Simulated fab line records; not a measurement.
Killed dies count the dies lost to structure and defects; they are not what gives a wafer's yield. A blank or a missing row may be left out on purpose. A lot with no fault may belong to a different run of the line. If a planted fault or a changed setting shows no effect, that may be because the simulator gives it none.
Which of the tools did it? ; flow sky130 ; 11 lots, 33 wafers sampled, at 3 steps of a route of 708

## WHAT THE GAUGES SHOWED, per wafer
SKY_LI_CONTACT_RS_MEAS_22: uses a four-point probe to measure.
lot;measured;on;LI_CONTACT_W_RS (ohm/sq)
L702;day 30 20:32;film_metro-02;0.291 0.288 0.288
L704;day 30 22:10;film_metro-02;0.293 0.292 0.291
L706;day 31 10:38;film_metro-03;0.287 0.285 0.287
L709;day 32 12:12;film_metro-02;0.286 0.287 0.289
L710;day 32 23:21;film_metro-01;0.280 0.282 0.284
L712;day 33 02:10;film_metro-02;0.285 0.287 0.289
L714;day 34 02:16;film_metro-02;0.286 0.290 0.288
L715;day 34 09:34;film_metro-01;0.291 0.192 0.194
L717;day 34 14:10;film_metro-03;0.285 0.288 0.283
L716;day 34 18:34;film_metro-01;0.284 0.289 0.191
L718;day 34 23:02;film_metro-03;0.282 0.282 0.287

## EACH LOT AND THE TOOL THAT RAN IT (in order: tool; ch and the chambers of the sampled wafers; start)
lot;SKY_LI_CONTACT_SPUTTER_19;SKY_LI_CONTACT_CVD_21
L702;pvd_sputter-04, day 30 20:15;cvd_w-02 ch 0,1, day 30 20:23
L704;pvd_sputter-01, day 30 21:55;cvd_w-02 ch 0,1, day 30 22:03
L706;pvd_sputter-02, day 31 10:22;cvd_w-02 ch 0,1, day 31 10:31
L709;pvd_sputter-04, day 32 11:56;cvd_w-02 ch 0,1, day 32 12:05
L710;pvd_sputter-01, day 32 23:04;cvd_w-01 ch 0,1, day 32 23:12
L712;pvd_sputter-04, day 33 01:52;cvd_w-01 ch 0,1, day 33 02:03
L714;pvd_sputter-01, day 34 01:57;cvd_w-02 ch 0,1, day 34 02:08
L715;pvd_sputter-01, day 34 09:17;cvd_w-02 ch 0,1, day 34 09:25
L717;pvd_sputter-01, day 34 13:46;cvd_w-01 ch 1, day 34 13:55
L716;pvd_sputter-04, day 34 18:18;cvd_w-02 ch 0,1, day 34 18:26
L718;pvd_sputter-01, day 34 22:46;cvd_w-01 ch 0,1, day 34 22:55
- SKY_LI_CONTACT_SPUTTER_19: material Ti, target thk 20 nm, time 106.37 s.
- SKY_LI_CONTACT_CVD_21: deposits W, target thk 400 nm, time 120.56 s.

## THE ANSWER, worked out from the rows above alone
Rule: the usual values come from the lots themselves. The widest of any qualifying gaps counts: lots, ordered by their means at a reading, are off when they make up no more than a third of the lots, leave a main group of 4 or more, and stand apart from it by 3 or more times the standard deviation of that group's means. A main group is skipped when, at the precision printed for the reading in the tables above, its means are all equal. Also off: a lot with no number at a reading for which 4 or more lots have one. Where the step has rows for the other lots, those lots are counted as sound.
Off: L715, L716, at SKY_LI_CONTACT_RS_MEAS_22 (LI_CONTACT_W_RS). The main group has a mean of 0.287 ohm/sq with a standard deviation of 0.0028.
A tool fits if, at a process step before that reading, it ran every lot that is off, and no sound lot after the first of them. Those tools and the gauges at SKY_LI_CONTACT_RS_MEAS_22 are tried in the same way. 2 tools fit, cvd_w-02 at SKY_LI_CONTACT_CVD_21 and film_metro-01 at SKY_LI_CONTACT_RS_MEAS_22, so this cannot tell which one it is.

## WHAT WAS PUT IN BY THE SIMULATOR
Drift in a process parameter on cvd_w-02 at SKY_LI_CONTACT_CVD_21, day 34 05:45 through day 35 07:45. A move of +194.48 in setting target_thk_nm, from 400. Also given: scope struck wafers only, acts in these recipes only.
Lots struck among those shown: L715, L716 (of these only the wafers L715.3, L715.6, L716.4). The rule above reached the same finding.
